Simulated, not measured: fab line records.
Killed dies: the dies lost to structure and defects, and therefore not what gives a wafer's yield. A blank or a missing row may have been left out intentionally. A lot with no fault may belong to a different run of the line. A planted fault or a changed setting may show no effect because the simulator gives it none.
The tool behind it: which one? ; flow gf180mcu ; route of 602 steps, sampled at 1 step: 6 lots, 18 wafers

WHAT EACH GAUGE READ, for each wafer
GF_M5_CD_MEAS_07: target cd 280 nm.
lot;measured;on;cd nm (nm)
L891;day 26 12:53;cd sem-01;278.1 278.9 278.3
L896;day 28 05:37;cd sem-02;279.5 278.3 279.2
L900;day 29 13:45;cd sem-02;281.5 281.3 281.4
L905;day 30 21:16;cd sem-01;280.1 279.8 279.4
L907;day 31 05:53;cd sem-01;276.9 277.0 277.9
L913;day 32 17:01;cd sem-01;281.1 279.3 280.2

TOOL THAT RAN EACH LOT (tool first, then ch and the chambers of the sampled wafers, then the start)
Before these readings, the record contains no process step.

THE ANSWER, worked out from the rows above alone
Rule: the usual values come from the lots themselves. Put in order of their means at a reading, lots are off if they are a third of the lots or fewer, leave a main group of 4 or more, and stand apart from it by a gap of 3 or more times the standard deviation of the main group's means; of several such gaps the widest counts. If all means in a main group match to the digits the tables above print for the reading, that group is not used. Also off: a lot with no number at a reading for which 4 or more lots have one. The other lots that the step has rows for count as sound.
None of the lots is off at any reading shown; this tells nothing.

WHAT THE SIMULATOR PUT IN
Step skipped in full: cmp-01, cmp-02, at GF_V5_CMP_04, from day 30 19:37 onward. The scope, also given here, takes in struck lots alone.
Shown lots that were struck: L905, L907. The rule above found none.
